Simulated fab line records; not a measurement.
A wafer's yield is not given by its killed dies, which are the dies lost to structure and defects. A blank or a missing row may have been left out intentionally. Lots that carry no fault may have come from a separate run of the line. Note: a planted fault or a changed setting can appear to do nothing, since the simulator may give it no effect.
Matching of chambers	flow gf180mcu	pecvd-02 running GF_V4_CVD_02: 3 sister chambers
The step deposits SiO2 from TEOS, target thk 850 nm, time 94.851 s. 3 wafers are shown with their chamber, then 8 later ones without.

## WAFERS PAIRED WITH THEIR CHAMBERS
wafer	chamber	heater_power_outer_w (W)
L081.6	2	387
L083.3	1	436
L086.1	0	315

## WAFERS WHOSE CHAMBER IS MISSING
wafer	heater_power_outer_w (W)
L086.5	389
L086.6	386
L091.4	250
L091.5	329
L091.6	311
L096.1	416
L096.4	341
L096.5	430

## CHAMBER TAKEN BY EACH
wafer	from the rows above	in truth
L086.5	can't be placed: 2 or 1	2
L086.6	can't be placed: 2 or 1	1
L091.4	0	0
L091.5	can't be placed: 0 or 2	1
L091.6	0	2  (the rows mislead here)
L096.1	can't be placed: 1 or 2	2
L096.4	can't be placed: 0 or 2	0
L096.5	can't be placed: 1 or 2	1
Correct placement for 1 of the 8. Unplaceable from these rows: 6, with the true chamber sitting among the candidates in 5. 1 placed wrongly.
How it was worked out, from the rows above alone: a wafer's distance from a chamber is the root of the sum, over the readings, of the square of ((its reading less the chamber's mean) divided by the reading's scatter). The wafer belongs to the nearest chamber; if the next one is less than 2 further off, it can't be placed. The mean given for a chamber averages the wafers shown for that chamber. The scatter: with one shown wafer a chamber, the root of the mean of the squares of how far each hidden wafer lies from its nearest shown one.
